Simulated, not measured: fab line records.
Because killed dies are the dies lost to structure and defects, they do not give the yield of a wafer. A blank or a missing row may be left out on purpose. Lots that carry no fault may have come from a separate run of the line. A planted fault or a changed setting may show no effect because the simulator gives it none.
Matching of chambers | flow sky130 | 4 sister chambers for SKY_VIA1_CMP_02 on cmp-01
The step polishes SiO2. 8 wafers are shown with their chamber, then 7 later ones without.

== WAFERS WITH THEIR CHAMBER ==
wafer  | chamber | motor_current_A (A) | edge_zone_pressure_frac
L557.5 | 0       | 11.1                | 0.998
L558.2 | 2       | 13.5                | 0.988
L558.4 | 1       | 12.4                | 1.006
L560.2 | 3       | 11.4                | 0.994
L560.3 | 1       | 13.3                | 1.009
L560.4 | 0       | 11.2                | 1.000
L561.2 | 3       | 11.2                | 0.994
L561.3 | 2       | 13.9                | 1.001

== WAFERS MISSING THEIR CHAMBER ==
wafer  | motor_current_A (A) | edge_zone_pressure_frac
L561.5 | 13.3                | 0.992
L573.1 | 11.5                | 0.991
L573.2 | 12.0                | 1.004
L573.4 | 10.9                | 1.007
L574.1 | 12.2                | 1.007
L574.2 | 13.7                | 0.998
L574.3 | 10.6                | 0.997

== EACH ONE'S CHAMBER ==
wafer  | from the rows above          | in truth
L561.5 | 2                            | 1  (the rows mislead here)
L573.1 | can't be placed: 3 or 0      | 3
L573.2 | can't be placed: 1 or 0 or 3 | 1
L573.4 | can't be placed: 0 or 3      | 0
L574.1 | can't be placed: 1 or 0 or 3 | 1
L574.2 | 2                            | 2
L574.3 | can't be placed: 0 or 3      | 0
1 of 7 placed correctly. From these rows, 5 cannot be placed; in 5 the true chamber is one of the candidates. 1 placed wrongly.
How it was worked out, from the rows above alone: a wafer's distance from a chamber is the root of the sum, over the readings, of the square of ((its reading less the chamber's mean) divided by the reading's scatter). If the next closest chamber is less than 2 further off than the closest, the wafer can't be placed; otherwise it belongs to the closest. For every chamber, the mean is computed from those of its wafers that are shown. How the scatter is found: for the shown wafers, subtract from each reading the mean of its chamber, square and add these, divide the total by (wafers less chambers), then take the root.
